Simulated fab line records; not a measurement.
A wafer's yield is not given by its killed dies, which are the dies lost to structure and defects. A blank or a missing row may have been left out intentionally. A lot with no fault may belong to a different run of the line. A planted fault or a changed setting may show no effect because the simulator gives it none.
2 desks looking at one fault + flow sky130 + each desk has only its own numbers; what lay behind them comes last

THE TOOL OWNER'S DESK: implanter-02
The tool's own readings at SKY_LDD_LDN_IMPLANT_09: means of the sampled wafers that have a number, for each lot that ran on this tool. A lot is out of limits, marked OUT, if its mean lies more than 4 standard deviations from the usual mean; the brackets give that distance.
Columns: A = beam_energy_keV at SKY_LDD_LDN_IMPLANT_09, usual 15.000
| lot  | first seen here | A                |
|------|-----------------|------------------|
| L825 | day 23 04:07    | 15.006           |
| L837 | day 27 07:26    | 15.001           |
| L836 | day 27 11:53    | 15.298 (+69) OUT |
| L838 | day 28 05:46    | 15.298 (+69) OUT |
| L847 | day 30 14:02    | 15.004           |
This desk finds L836, L838 out of limits, L836 being first, at day 27 11:53 (beam_energy_keV at SKY_LDD_LDN_IMPLANT_09). Within limits: L825, L837, L847.

FROM THE METROLOGY DESK
What the gauges read, lot by lot, whatever tool the lot ran on: means of the sampled wafers that have a number. A lot is out of limits, marked OUT, if its mean lies more than 4 standard deviations from the usual mean; the brackets give that distance.
Columns: A = LDD_HVN_OVL at SKY_LDD_HVN_OVL_MEAS_07, usual -0.7 nm
| lot  | first seen here | A    |
|------|-----------------|------|
| L826 | day 20 14:16    | 1.8  |
| L825 | day 20 15:03    | -0.9 |
| L827 | day 21 04:54    | -0.2 |
| L837 | day 24 21:32    | -2.1 |
| L836 | day 25 01:23    | -0.7 |
| L840 | day 25 15:37    | -0.6 |
| L838 | day 25 18:44    | -0.5 |
| L841 | day 26 01:00    | -2.3 |
| L843 | day 26 19:47    | -1.5 |
| L845 | day 27 09:14    | 0.9  |
| L848 | day 28 04:50    | -0.4 |
| L847 | day 28 05:32    | -0.8 |
Finding of this desk: none of the 12 lots has anything out of limits.

TAKEN TOGETHER
An alarm could have come from the tool owner's desk at day 27 11:53, on L836, L838.
The metrology desk saw nothing out of limits.
The metrology desk holds a record of L836, L838, inside its limits.
Every lot named ran SKY_LDD_LDN_IMPLANT_09 on implanter-02.

WHAT HAD BEEN PUT IN BY THE SIMULATOR
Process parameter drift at SKY_LDD_LDN_IMPLANT_09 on implanter-02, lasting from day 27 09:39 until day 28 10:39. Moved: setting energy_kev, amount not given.
Lots struck among those shown: L836, L838.
Each desk's first reading out of limits, in hours after the fault started: the tool owner's desk, 2.
